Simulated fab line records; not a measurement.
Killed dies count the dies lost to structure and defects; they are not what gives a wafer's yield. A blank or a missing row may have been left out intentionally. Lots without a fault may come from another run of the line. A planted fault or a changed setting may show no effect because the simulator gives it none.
The tool behind it: which one? ; flow sky130 ; 33 wafers from 11 lots sampled at 3 of the route's 708 steps

## WHAT THE GAUGES READ, wafer by wafer
SKY_VT_ADJUST_LVTN_TW_MEAS_10. Usual: VT_ADJUST_LVTN_TW typically reads 244.8, with standard deviation 2.4.
lot;measured;on;VT_ADJUST_LVTN_TW;flag
L771;day 6 18:49;filmMetro-03;244.5 244.9 245.6;
L773;day 7 10:37;filmMetro-03;247.4 246.5 247.3;
L774;day 7 16:21;filmMetro-03;247.2 247.5 247.8;
L775;day 7 22:19;filmMetro-01;243.4 244.9 243.6;
L780;day 9 07:06;filmMetro-01;243.3 244.8 243.9;
L781;day 9 15:16;filmMetro-03;245.4 245.7 246.6;
L784;day 10 09:23;filmMetro-03;247.5 247.8 247.6;
L789;day 11 22:17;filmMetro-03;302.6 302.8 302.3;OFF
L792;day 12 17:38;filmMetro-03;301.0 302.0 301.2;OFF
L793;day 13 20:51;filmMetro-03;244.4 245.5 245.5;
L794;day 13 20:40;filmMetro-02;241.7 240.4 242.4;

## TOOL THAT RAN EACH LOT (tool first, then ch and the chambers of the sampled wafers, then the start)
lot;SKY_FIELD_ISO_ETCH_15;SKY_VT_ADJUST_LVTN_IMPLANT_08
L771;rieDiel-02 ch 0,2,3, day 2 04:03;implanter-03 ch 0, day 6 18:35
L773;rieDiel-02 ch 0,1,2, day 2 15:39;implanter-02 ch 0, day 7 10:22
L774;rieDiel-02 ch 0,1,3, day 2 23:11;implanter-01 ch 0, day 7 16:08
L775;rieDiel-02 ch 1,3, day 3 02:06;implanter-02 ch 0, day 7 22:06
L780;rieDiel-01 ch 0,2,3, day 4 04:32;implanter-03 ch 0, day 9 06:51
L781;rieDiel-01 ch 2,3, day 4 09:33;implanter-02 ch 0, day 9 15:01
L784;rieDiel-01 ch 0,3, day 5 02:30;implanter-01 ch 0, day 10 09:08
L789;rieDiel-01 ch 0,2,3, day 6 01:59;implanter-02 ch 0, day 11 21:44
L792;rieDiel-01 ch 1,2,3, day 6 19:02;implanter-02 ch 0, day 12 17:04
L793;rieDiel-03 ch 0,3, day 7 16:35;implanter-02 ch 0, day 13 20:36
L794;rieDiel-01 ch 0,1,2, day 7 16:53;implanter-01 ch 0, day 13 20:25
- SKY_FIELD_ISO_ETCH_15: etches the open film in CHF3/O2, stops on Si, target depth 180 nm, time 72 s.
- SKY_VT_ADJUST_LVTN_IMPLANT_08

## AS READ BY THE TOOLS THEMSELVES (means over the sampled wafers that have a number; for cases with no such wafer, the mark the record gives instead)
SKY_FIELD_ISO_ETCH_15. Usual: drypumpMotorCurrentA 5.9 A, standard deviation 0.43; oesProductAu 0.958 a.u., standard deviation 0.0072; throttleValvePct 8.848 %, standard deviation 0.009.
lot;tool;drypumpMotorCurrentA (A);oesProductAu (a.u.);throttleValvePct (%);flag
L771;rieDiel-02;5.9;0.962;8.847;
L773;rieDiel-02;5.9;0.955;8.852;
L774;rieDiel-02;6.0;0.954;8.846;
L775;rieDiel-02;5.9;0.967;8.840;
L780;rieDiel-01;5.9;0.964;8.849;
L781;rieDiel-01;6.3;0.953;8.841;
L784;rieDiel-01;5.8;0.943;8.846;
L789;rieDiel-01;5.9;0.962;8.850;
L792;rieDiel-01;6.3;0.966;8.847;
L793;rieDiel-03;5.3;0.962;8.845;
L794;rieDiel-01;6.1;0.952;8.846;

SKY_VT_ADJUST_LVTN_IMPLANT_08. Usual: beamEnergyKeV at 30.000, with a standard deviation of 0.0097.
lot;tool;beamEnergyKeV;flag
L771;implanter-03;30.011;
L773;implanter-02;29.996;
L774;implanter-01;30.006;
L775;implanter-02;30.009;
L780;implanter-03;29.992;
L781;implanter-02;30.003;
L784;implanter-01;30.001;
L789;implanter-02;29.999;
L792;implanter-02;30.006;
L793;implanter-02;29.987;
L794;implanter-01;29.996;

## THE ANSWER, worked out from the rows above alone
Rule: take the mean of a lot's wafers that have a number; if it is more than 3 standard deviations from the usual mean, the lot is off. Also off: a lot with no number at a reading for which 4 or more lots have one. Any other lot the step has rows for is counted as sound. The gauges are gone through in route order, then the tools' own readings, and for those a lot's mean is taken as printed above. At the first step where some lot is off, the reading lying furthest off is the one used; lots without a number count as furthest.
Off: L789, L792, at SKY_VT_ADJUST_LVTN_TW_MEAS_10 (VT_ADJUST_LVTN_TW).
A tool fits if, at a process step before that reading, it ran every lot that is off, and no sound lot after the first of them. Gauges at SKY_VT_ADJUST_LVTN_TW_MEAS_10: tried the same way as those tools. Not one of the candidates tried fits.

## WHAT THE SIMULATOR HAD INSERTED
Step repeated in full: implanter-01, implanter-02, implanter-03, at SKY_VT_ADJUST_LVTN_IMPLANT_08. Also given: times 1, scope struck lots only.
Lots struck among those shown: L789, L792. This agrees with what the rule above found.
